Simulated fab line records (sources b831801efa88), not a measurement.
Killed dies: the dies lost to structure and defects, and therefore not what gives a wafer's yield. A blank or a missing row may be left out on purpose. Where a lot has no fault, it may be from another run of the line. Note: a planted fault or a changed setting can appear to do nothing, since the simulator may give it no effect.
fab line records -- flow sky130
record: lots: 15, wafers: 42, last_day: 50
route steps=708 shown LI_CONTACT@378 VIA3@587 METAL4@630 METAL5@676
lots that met no fault: taken from a fault-free run of the same line
start_h: hours from the record's opening day to when the first of the lot's shown wafers began -- wait_h: hours since the lot's step before -- " unchanged from the row above -- L1.1+2: a row that stands for several wafers -- - either no value or no given start -- * or withheld: withheld -- < > ~ a bound
route shown NAME@n: a module of which the file shows steps, and the number in the route of the first -- usual: mean/standard deviation of fault-free wafers -- same: alike in all rows -- chamber/n: place in a boat -- sites: per-site readings -- _std_site: standard deviation of those values -- _edge_site: outer sites' mean less inner sites' -- radius_mm: how far each site lies from the wafer's centre -- mask NAME#n: copy n -- behind: the tool/chamber that last shaped the wafer -- hold: why the lot went on hold/how many hours it stayed there/how the hold came to an end -- device: whichever transistor did not switch (one of n, p or np) -- end of line: tests run on the same wafers once the route is complete -- where a step has no rows: the recipe by itself -- killed: at the first sort, the dies lost to defects and structure; wafer yield is something else -- map: the dies of a wafer, with x for killed, . for not killed, _ for no die there
set.NAME: the setting as run; set.NAME@STEP: as run at that earlier step -- model.NAME: the simulator's own value behind a step, which no gauge read
the route's steps for a sample of lots (tables are steps, rows are wafers)
services: from which hour (start_h, from the record's first day; less than 0 if before it) a tool's chamber was out of use, for how many hours, and why
== steps ==
step: SKY_LI_CONTACT_STRIP_16
recipe: chemistry: O2/N2, power_w: 1400, pressure_mtorr: 1500, platen_temp_c: withheld, o2_flow_sccm: 3000, n2_flow_sccm: 300, overash_fraction: 0.5
usual: drypump_motor_current_A: 6.0/0.5, oes_product_au: 0.376/0.0048, strip_time_to_endpoint_s: 3.50/0.031
lot.wafer,tool,chamber,start_h,wait_h,drypump_motor_current_A,oes_product_au,rf_hours_counter_h,strip_time_to_endpoint_s
L524.1,plasma_asher-03,1,665.42,-,5.8,0.383,23,3.48
L524.4,plasma_asher-03,0,665.42,-,5.6,0.387,-,3.53
L524.5,plasma_asher-03,0,665.42,-,5.6,0.377,-,3.51
L525.2,plasma_asher-02,1,684.37,-,5.7,0.379,98,3.50
L525.3,plasma_asher-02,1,684.37,-,5.7,0.379,-,3.48
L525.4,plasma_asher-02,0,684.37,-,5.3,0.378,-,3.49
L526.1,plasma_asher-01,0,700.20,-,6.5,0.369,88,3.44
L526.2,plasma_asher-01,1,700.20,-,6.6,0.377,88,3.50
L526.6,plasma_asher-01,1,700.20,-,6.6,0.376,-,3.50
L527.4,plasma_asher-03,1,705.77,-,5.7,0.378,-,3.48
L527.5,plasma_asher-03,1,705.77,-,5.8,0.381,-,3.48
L527.6,plasma_asher-03,0,705.77,-,5.6,0.372,-,3.52
L528.1,plasma_asher-01,1,708.54,-,6.5,0.379,89,3.48
L528.2,plasma_asher-01,0,708.54,-,6.5,0.381,89,3.54
L528.5,plasma_asher-01,1,708.54,-,6.5,0.375,-,3.54
L534.5,plasma_asher-01,1,761.13,-,6.6,0.375,-,3.43
L534.6,plasma_asher-01,0,761.13,-,6.5,0.379,-,3.46
L535.1,plasma_asher-01,0,768.92,-,6.5,0.371,95,3.43
L535.5,plasma_asher-01,0,768.92,-,6.5,0.382,-,3.50
L537.3,plasma_asher-01,0,782.82,-,6.5,0.384,-,3.55
L537.6,plasma_asher-01,1,782.82,-,6.6,0.378,-,3.51
L539.2,plasma_asher-02,0,799.94,-,5.3,0.377,5,3.48
L539.3,plasma_asher-02,1,799.94,-,5.7,0.376,-,3.53
L539.4,plasma_asher-02,0,799.94,-,5.3,0.376,-,3.45
L541.1,plasma_asher-03,1,816.91,-,5.7,0.380,38,3.44
L541.5,plasma_asher-03,0,816.91,-,5.6,0.377,-,3.47
L541.6,plasma_asher-03,1,816.91,-,5.7,0.380,-,3.43
L543.1,plasma_asher-01,1,844.81,-,6.6,0.380,104,3.49
L543.2,plasma_asher-01,0,844.81,-,6.5,0.384,104,3.55
L543.6,plasma_asher-01,0,844.81,-,6.5,0.377,-,3.53
L544.1,plasma_asher-02,0,845.19,-,5.3,0.387,9,3.56
L544.3,plasma_asher-02,1,845.19,-,5.7,0.380,-,3.53
L544.5,plasma_asher-02,1,845.19,-,5.7,0.374,-,3.54
L545.2,plasma_asher-02,1,848.69,-,5.7,0.375,9,3.52
L545.5,plasma_asher-02,0,848.69,-,5.3,0.380,-,3.51
L545.6,plasma_asher-02,1,848.69,-,5.7,0.379,-,3.51
L546.2,plasma_asher-01,0,854.89,-,6.5,0.376,105,3.57
L546.3,plasma_asher-01,0,854.89,-,6.5,0.378,-,3.47
L546.6,plasma_asher-01,1,854.89,-,6.6,0.374,-,3.56
L547.2,plasma_asher-01,1,862.66,-,6.6,0.378,106,3.55
L547.4,plasma_asher-01,1,862.66,-,6.6,0.386,-,3.55
L547.5,plasma_asher-01,1,862.66,-,6.6,0.382,-,3.52
step: SKY_VIA3_ETCH_14
recipe: chemistry: N2/H2, target: BARC, ion_energy_ev: 200, source_w: 500, bias_w: 100, pressure_mtorr: 30, n2_flow_sccm: 100, h2_flow_sccm: 200, stop_on: SiO2, time_s: 45.9, target_depth_a: 600
usual: drypump_motor_current_A: 5.8/0.51, oes_product_au: 0.854/0.005, run_length_s: 74.1/0.42, throttle_valve_pct: 13.226/0.0096
lot.wafer,tool,chamber,start_h,wait_h,drypump_motor_current_A,oes_product_au,rf_hours_counter_h,run_length_s,throttle_valve_pct
L524.1,rie_diel-04,2,918.11,0.0,5.1,0.851,8,74.2,13.231
L524.4,rie_diel-04,1,918.11,0.0,5.5,0.853,18,73.7,13.224
L524.5,rie_diel-04,1,918.11,0.0,5.5,0.854,-,74.2,13.212
L525.2,rie_diel-03,2,933.08,0.0,5.7,0.856,16,74.1,13.226
L525.3,rie_diel-03,3,933.08,0.0,5.4,0.858,9,74.6,13.223
L525.4,rie_diel-03,0,933.08,0.0,6.2,0.861,14,74.5,13.239
L526.1,rie_diel-03,1,949.18,0.0,4.7,0.851,6,73.8,13.227
L526.2,rie_diel-03,0,949.18,0.0,6.2,0.848,14,74.6,13.227
L526.6,rie_diel-03,0,949.18,0.0,6.3,0.859,-,74.1,13.215
L527.4,rie_diel-02,0,954.23,0.0,6.0,0.851,17,74.3,13.232
L527.5,rie_diel-02,0,954.23,0.0,6.0,0.848,-,74.1,13.220
L527.6,rie_diel-02,3,954.23,0.0,6.6,0.850,-,73.7,13.243
L528.1,rie_diel-04,0,955.38,0.0,6.3,0.857,10,73.6,13.213
L528.2,rie_diel-04,3,955.38,0.0,5.7,0.853,16,74.6,13.220
L528.5,rie_diel-04,0,955.38,0.0,6.2,0.852,-,73.5,13.223
L534.5,rie_diel-02,1,1002.80,0.0,6.0,0.918,-,70.2,13.234
L534.6,rie_diel-02,2,1002.80,0.0,5.7,0.857,-,74.2,13.221
L535.1,rie_diel-02,1,1009.13,0.0,6.0,0.848,10,74.2,13.227
L535.5,rie_diel-02,3,1009.13,0.0,6.6,0.925,-,69.9,13.223
L537.3,rie_diel-02,3,1020.62,0.0,6.6,0.925,13,70.0,13.232
L537.6,rie_diel-02,2,1020.62,0.0,5.7,0.859,-,73.8,13.228
L539.2,rie_diel-03,2,1036.36,0.0,5.8,0.839,19,73.9,13.216
L539.3,rie_diel-03,3,1036.36,0.0,5.4,0.852,12,74.4,13.212
L539.4,rie_diel-03,0,1036.36,0.0,6.3,0.844,17,74.6,13.247
L541.1,rie_diel-03,2,1048.63,0.0,5.7,0.856,19,73.8,13.219
L541.5,rie_diel-03,3,1048.63,0.0,5.3,0.864,-,74.4,13.218
L541.6,rie_diel-03,0,1048.63,0.0,6.2,0.855,-,74.3,13.225
L543.1,rie_diel-03,1,1072.93,0.0,4.7,0.852,9,73.6,13.226
L543.2,rie_diel-03,3,1072.93,0.0,5.4,0.856,13,74.1,13.229
L543.6,rie_diel-03,2,1072.93,0.0,5.7,0.855,-,74.2,13.238
L544.1,rie_diel-04,0,1074.53,0.0,6.2,0.857,14,73.5,13.213
L544.3,rie_diel-04,3,1074.53,0.0,5.7,0.852,20,74.9,13.226
L544.5,rie_diel-04,1,1074.53,0.0,5.5,0.848,-,74.2,13.241
L545.2,rie_diel-04,2,1076.81,0.0,5.1,0.854,12,74.6,13.202
L545.5,rie_diel-04,3,1076.81,0.0,5.7,0.855,-,74.9,13.224
L545.6,rie_diel-04,2,1076.81,0.0,5.2,0.846,-,74.0,13.230
L546.2,rie_diel-02,3,1082.03,0.0,6.7,0.859,16,73.8,13.243
L546.3,rie_diel-02,0,1082.03,0.0,6.1,0.851,22,73.8,13.245
L546.6,rie_diel-02,0,1082.03,0.0,6.0,0.853,-,73.9,13.224
L547.2,rie_diel-04,3,1084.63,0.0,5.7,0.853,20,74.5,13.238
L547.4,rie_diel-04,1,1084.63,0.0,5.5,0.854,23,73.8,13.216
L547.5,rie_diel-04,1,1084.63,0.0,5.5,0.850,-,74.1,13.235
step: SKY_METAL4_OVL_MEAS_14
usual: METAL4_OVL: 1/5.6
lot.wafer,tool,chamber,start_h,wait_h,METAL4_OVL[nm]
L524.1,overlay-01,-,967.14,0.1,5
L524.4,overlay-01,-,967.14,0.1,0
L524.5,overlay-01,-,967.14,0.1,6
L525.2,overlay-02,-,983.80,0.1,-1
L525.3,overlay-02,-,983.80,0.1,-14
L525.4,overlay-02,-,983.80,0.1,4
L526.1,overlay-02,-,999.34,0.1,0
L526.2,overlay-02,-,999.34,0.1,2
L526.6,overlay-02,-,999.34,0.1,6
L527.4,overlay-02,-,1003.15,0.1,-3
L527.5,overlay-02,-,1003.15,0.1,5
L527.6,overlay-02,-,1003.15,0.1,-3
L528.1,overlay-02,-,1004.99,0.1,8
L528.2,overlay-02,-,1004.99,0.1,-1
L528.5,overlay-02,-,1004.99,0.1,11
L534.5,overlay-02,-,1049.90,0.0,3
L534.6,overlay-02,-,1049.90,0.0,8
L535.1,overlay-01,-,1055.91,0.1,6
L535.5,overlay-01,-,1055.91,0.1,10
L537.3,overlay-02,-,1066.42,0.1,11
L537.6,overlay-02,-,1066.42,0.1,14
L539.2,overlay-01,-,1080.51,0.1,3
L539.3,overlay-01,-,1080.51,0.1,-4
L539.4,overlay-01,-,1080.51,0.1,0
L541.1,overlay-02,-,1092.46,0.1,4
L541.5,overlay-02,-,1092.46,0.1,3
L541.6,overlay-02,-,1092.46,0.1,-1
L543.1,overlay-02,-,1116.98,0.1,-5
L543.2,overlay-02,-,1116.98,0.1,-8
L543.6,overlay-02,-,1116.98,0.1,-4
L544.1,overlay-01,-,1117.86,0.1,2
L544.3,overlay-01,-,1117.86,0.1,4
L544.5,overlay-01,-,1117.86,0.1,-5
L545.2,overlay-02,-,1120.85,0.1,-3
L545.5,overlay-02,-,1120.85,0.1,3
L545.6,overlay-02,-,1120.85,0.1,0
L546.2,overlay-02,-,1126.73,0.1,-1
L546.3,overlay-02,-,1126.73,0.1,-4
L546.6,overlay-02,-,1126.73,0.1,5
L547.2,overlay-02,-,1127.21,0.1,8
L547.4,overlay-02,-,1127.21,0.1,0
L547.5,overlay-02,-,1127.21,0.1,-10
step: SKY_METAL5_METAL_ETCH_15
recipe: target_depth_a: 12600, stop_on: SiO2, over_etch_frac: 0.2, time_s: 252, chemistry: Cl2/BCl3, resist_sidewall_deg: 86, pressure_mtorr: 10, icp_w: 900, bias_w: 48.5, Cl2_flow_sccm: 60, bcl3_flow_sccm: 30
usual: drypump_motor_current_A: 5.7/0.57, oes_product_au: 0.894/0.0045, run_length_s: 280.1/0.37, throttle_valve_pct: 22.265/0.0085
lot.wafer,tool,chamber,start_h,wait_h,drypump_motor_current_A,oes_product_au,rf_hours_counter_h,run_length_s,throttle_valve_pct
L524.1,rie_metal-03,0,1016.14,0.0,5.0,0.896,11,279.8,22.274
L524.4,rie_metal-03,0,1016.14,0.0,5.0,0.893,-,280.4,22.271
L524.5,rie_metal-03,1,1016.14,0.0,5.1,0.892,-,280.3,22.269
L525.2,rie_metal-02,1,1033.69,0.0,6.3,0.898,19,280.7,22.245
L525.3,rie_metal-02,1,1033.69,0.0,6.3,0.894,-,280.5,22.265
L525.4,rie_metal-02,0,1033.69,0.0,5.9,0.896,-,280.4,22.265
L526.1,rie_metal-02,0,1048.16,0.0,5.9,0.890,24,280.1,22.263
L526.2,rie_metal-02,1,1048.16,0.0,6.3,0.892,19,280.7,22.264
L526.6,rie_metal-02,1,1048.16,0.0,6.3,0.898,-,280.5,22.264
L527.4,rie_metal-04,0,1051.39,0.1,6.1,0.902,-,280.0,22.273
L527.5,rie_metal-04,0,1051.39,0.1,6.1,0.889,-,279.8,22.254
L527.6,rie_metal-04,1,1051.39,0.1,6.3,0.895,-,279.9,22.268
L528.1,rie_metal-03,1,1053.84,0.0,5.1,0.893,13,280.0,22.262
L528.2,rie_metal-03,0,1053.84,0.0,4.9,0.894,13,279.9,22.273
L528.5,rie_metal-03,1,1053.84,0.0,5.1,0.891,-,280.0,22.267
L534.5,rie_metal-04,0,1095.22,0.2,6.1,0.897,-,280.2,22.266
L534.6,rie_metal-04,1,1095.22,0.2,6.3,0.893,-,279.6,22.270
L535.1,rie_metal-02,1,1101.79,0.0,6.3,0.887,26,281.0,22.258
L535.5,rie_metal-02,0,1101.79,0.0,5.9,0.884,-,280.1,22.272
L537.3,rie_metal-03,1,1108.83,0.1,5.1,0.888,-,280.1,22.268
L537.6,rie_metal-03,0,1108.83,0.1,5.0,0.899,-,279.6,22.273
L539.2,rie_metal-04,1,1124.94,0.0,6.3,0.893,17,280.0,22.254
L539.3,rie_metal-04,1,1124.94,0.0,6.3,0.891,-,279.7,22.260
L539.4,rie_metal-04,0,1124.94,0.0,6.1,0.894,-,280.0,22.266
L541.1,rie_metal-04,1,1135.03,0.1,6.3,0.893,18,279.6,22.258
L541.5,rie_metal-04,1,1135.03,0.1,6.3,0.895,-,279.8,22.262
L541.6,rie_metal-04,1,1135.03,0.1,6.3,0.892,-,279.7,22.269
L543.1,rie_metal-02,1,1156.64,0.0,6.3,0.906,30,280.5,22.269
L543.2,rie_metal-02,0,1156.64,0.0,5.9,0.895,7,280.5,22.266
L543.6,rie_metal-02,0,1156.64,0.0,5.9,0.889,-,280.6,22.262
L544.1,rie_metal-03,0,1157.85,0.0,5.0,0.885,21,279.6,22.251
L544.3,rie_metal-03,1,1157.85,0.0,5.1,0.888,-,280.1,22.265
L544.5,rie_metal-03,1,1157.85,0.0,5.1,0.899,-,280.0,22.265
L545.2,rie_metal-03,0,1160.40,0.0,5.0,0.887,21,279.8,22.265
L545.5,rie_metal-03,0,1160.40,0.0,5.0,0.901,-,280.2,22.258
L545.6,rie_metal-03,1,1160.40,0.0,5.1,0.899,-,279.9,22.252
L546.2,rie_metal-03,0,1165.31,0.0,4.9,0.891,22,279.8,22.264
L546.3,rie_metal-03,1,1165.31,0.0,5.1,0.894,-,279.9,22.256
L546.6,rie_metal-03,0,1165.31,0.0,5.0,0.898,-,279.6,22.261
L547.2,rie_metal-02,1,1166.61,0.0,6.3,0.897,31,280.5,22.269
L547.4,rie_metal-02,1,1166.61,0.0,6.3,0.895,-,280.6,22.256
L547.5,rie_metal-02,1,1166.61,0.0,6.3,0.894,-,280.9,22.260
== services ==
tool,chamber,start_h,hours,kind
rie_diel-03,2,647.58,8.5,repair
rie_diel-04,-,665.86,2.8,pm
rie_metal-03,0,686.16,14.1,repair
rie_diel-04,2,698.15,28.5,repair
rie_diel-04,3,708.87,3.9,repair
rie_diel-03,-,731.83,0.1,repair
rie_diel-04,1,739.51,1.7,repair
rie_diel-04,1,752.53,7.6,repair
rie_metal-03,0,822.57,13.1,repair
rie_diel-03,1,843.60,13.1,repair
rie_metal-03,0,843.74,5.0,repair
rie_diel-04,3,849.32,2.4,repair
rie_metal-03,-,856.31,2.8,pm
plasma_asher-01,-,858.36,3.5,repair
rie_diel-03,-,898.55,4.2,repair
rie_diel-04,2,943.46,29.7,repair
rie_diel-04,1,947.01,8.4,repair
rie_diel-03,0,964.45,6.0,repair
rie_diel-03,1,968.94,7.9,repair
rie_diel-03,3,971.46,3.1,repair
plasma_asher-01,-,979.70,15.6,pm
rie_diel-03,2,1040.24,4.1,repair
plasma_asher-01,-,1047.71,13.1,repair
plasma_asher-01,-,1060.80,9.0,pm
== key ==
first_sign: step: SKY_VIA3_ETCH_14, reading: oes_product_au, direction: up, sigmas: 14, usual: 0.854, struck: 0.922
effect: step: SKY_VIA3_ETCH_14, reading: run_length_s, direction: down, sigmas: 9.8, usual: *, struck: *
met_at SKY_VIA3_ETCH_14
struck_lots L534,L535,L537
struck_wafers L534.5,L535.5,L537.3
sort_left_out L534.5,L535.5,L537.3
not_acting_at SKY_LI_CONTACT_STRIP_16,SKY_METAL4_OVL_MEAS_14,SKY_METAL5_METAL_ETCH_15
onset_between 954.23 1002.80
fault: kind: process_parameter_drift, tool: rie_diel-02, chamber: -, onset_h: 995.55, steps: SKY_VIA3_ETCH_14, channel: time_s, offset: *, shape: step, end_h: 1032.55, scope: struck_wafers_only, acts_in: *, stated: *
sort_left_out: the simulated sort isn't trusted on such a fault, so these wafers' sort isn't shown, and their yield isn't known
